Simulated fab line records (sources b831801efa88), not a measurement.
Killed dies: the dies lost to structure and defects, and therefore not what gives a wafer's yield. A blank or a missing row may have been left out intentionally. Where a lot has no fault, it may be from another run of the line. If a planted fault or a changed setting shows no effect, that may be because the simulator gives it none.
Struck lot and sound lot, side by side :: flow sky130 :: 15 steps out of a route of 708
Sound: the wafers L238.1, L238.3, L238.4. Wafers struck: L233.2, L233.3, L233.5. At the end, the cause is stated.
Order at every step that has rows: each side's tool, ch and its chambers, its first start. Under that, the readings that differ: sound wafers :: struck wafers :: difference of the means :: sigmas: that difference in standard deviations of wafers without a fault.
alike: a reading whose means differ by less than 2 such deviations, as well as words and numbers matching on both sides. not compared: withheld readings; readings where some wafer has no value; bounds like >300 that might hide an equal value; numbers whose values overlap and for which the record gives no deviation.
The two part at a step that has a row with sigmas, a row that says differs or no value, or rows on one side only. Non-overlapping numbers with no deviation appear without sigmas and do not part them. A reading that every wafer of one side lacks parts them only if that side has two wafers or more.

first, 1 step without rows for these wafers: SKY_VIA4_HDPCVD_00 (deposits SiO2, target thk 1750 nm, time 291.7 s).
SKY_VIA4_THK_MEAS_01:
  sound on film-metro-02 at day 45 21:29; struck on film-metro-02 at day 45 02:26
  alike: VIA4_HDPCVD_THK
SKY_VIA4_CMP_02: polishes SiO2.
  sound on cmp-01 ch 0,2,3, day 45 21:32; struck on cmp-02 ch 0,1,2, day 45 02:32
  alike: motor-current-A, platen-rpm
SKY_VIA4_BOW_MEAS_03:
  sound on film-metro-01 at day 45 21:50; struck on film-metro-04 at day 45 02:48
  alike: VIA4_BOW
then, 7 steps without rows for these wafers: SKY_VIA4_DEHYDRATE_04 (time 60 s); SKY_VIA4_HMDS_05 (prime time 60 s); SKY_VIA4_COAT_06 (resist thk 1140 nm); SKY_VIA4_SOFTBAKE_07 (time 60 s); SKY_VIA4_EXPOSE_08 (exposes mask VIM4, target cd 800 nm); SKY_VIA4_PEB_09; SKY_VIA4_DEVELOP_10 (develop time 60 s).
SKY_VIA4_OVL_MEAS_11:
  sound on overlay-02 at day 46 18:53; struck on overlay-02 at day 45 23:30
  alike: VIA4_OVL
SKY_VIA4_ETCH_12: etches SiO2 in C4F8/O2/Ar, stops on TiN, target depth 580 nm.
  sound on rie-diel-02 ch 0,1,2, day 46 18:56; struck on rie-diel-04 ch 0,2,3, day 45 23:32
reading: bias-w (W)
sound: 1202 1200 1206
struck: 1129 1131 1127
difference: -74
sigmas: -20
  alike: oes-product-au
SKY_VIA4_STRIP_13: strips in O2/N2.
  sound on plasma-asher-02 ch 0,1, day 46 19:00; struck on plasma-asher-04 ch 0, day 45 23:36
  alike: drypump-motor-current-A, oes-product-au, strip-time-to-endpoint-s
  not compared: rf-hours-counter-h
-- the record jumps here: 3 days lie between the struck wafers' starts before and after (it left off in module VIA4 and takes up again in module PAD_OPEN, whose first step shown is number 708 of the route) --
SKY_PAD_OPEN_PROBE_99:
  sound on prober-02 at day 49 12:43; struck on prober-01 at day 48 16:02
  alike: defect-limited-yield, killed_at_M0_to_M3, killed_at_M4_up, killed-at-contacts, killed-at-front-end, killed-at-other, killed-dies, killed-open, killed-short, sort_bin_3_pad_short, sort_bin_5_function, sort_bin_6_memory, sort-n-pass, sort-yield-pct

## WHERE THEY PART
Only at SKY_VIA4_ETCH_12, within this record. Later steps at which nothing parts them and some readings are alike: SKY_VIA4_STRIP_13, SKY_PAD_OPEN_PROBE_99.

WHY: what the simulator had put in
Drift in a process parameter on rie-diel-04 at SKY_VIA4_ETCH_12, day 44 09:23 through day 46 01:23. Setting bias-w, moved by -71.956, from 1200. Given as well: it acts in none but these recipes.
